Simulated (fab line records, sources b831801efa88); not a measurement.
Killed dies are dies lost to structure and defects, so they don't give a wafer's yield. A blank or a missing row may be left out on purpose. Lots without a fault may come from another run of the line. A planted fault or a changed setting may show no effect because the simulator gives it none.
One fault seen from 2 desks | flow gf180mcu | each desk has only its own numbers; what lay behind them comes last

THE TOOL OWNER'S DESK: pvd_sputter-03
The tool's own readings at GF_V4_SPUTTER_21 (material Ti, target thk 15 nm, time 80.02 s): means of the sampled wafers that have a number, for each lot that ran on this tool. A lot is out of limits, marked OUT, if its mean lies more than 4 standard deviations from the usual mean; the brackets give that distance.
Columns: A = throttle_valve_pct at GF_V4_SPUTTER_21, usual 30.4 %
lot  | first seen here | A
L787 | day 28 07:51    | 30.2
L798 | day 31 04:38    | 30.1
This desk's finding: nothing out of limits on any of the 2 lots.

THE METROLOGY DESK
What the gauges read, lot by lot, whatever tool the lot ran on: means of the sampled wafers that have a number. A lot is out of limits, marked OUT, if its mean lies more than 4 standard deviations from the usual mean; the brackets give that distance.
Columns: A = cd_nm at GF_V4_CD_MEAS_14, usual 260.1 nm; B = V4_OVL at GF_V4_OVL_MEAS_15, usual 5 nm
lot  | first seen here | A     | B
L782 | day 26 13:40    | 263.0 | 1
L785 | day 27 11:19    | 259.5 | 12
L787 | day 28 07:02    | 259.0 | 1
L795 | day 30 08:03    | 259.6 | 12
L798 | day 31 03:50    | 259.1 | 4
This desk's finding: nothing out of limits on any of the 5 lots.

PUT TOGETHER
The tool owner's desk saw nothing out of limits.
The metrology desk saw nothing out of limits.

WHAT THE SIMULATOR HAD PUT IN
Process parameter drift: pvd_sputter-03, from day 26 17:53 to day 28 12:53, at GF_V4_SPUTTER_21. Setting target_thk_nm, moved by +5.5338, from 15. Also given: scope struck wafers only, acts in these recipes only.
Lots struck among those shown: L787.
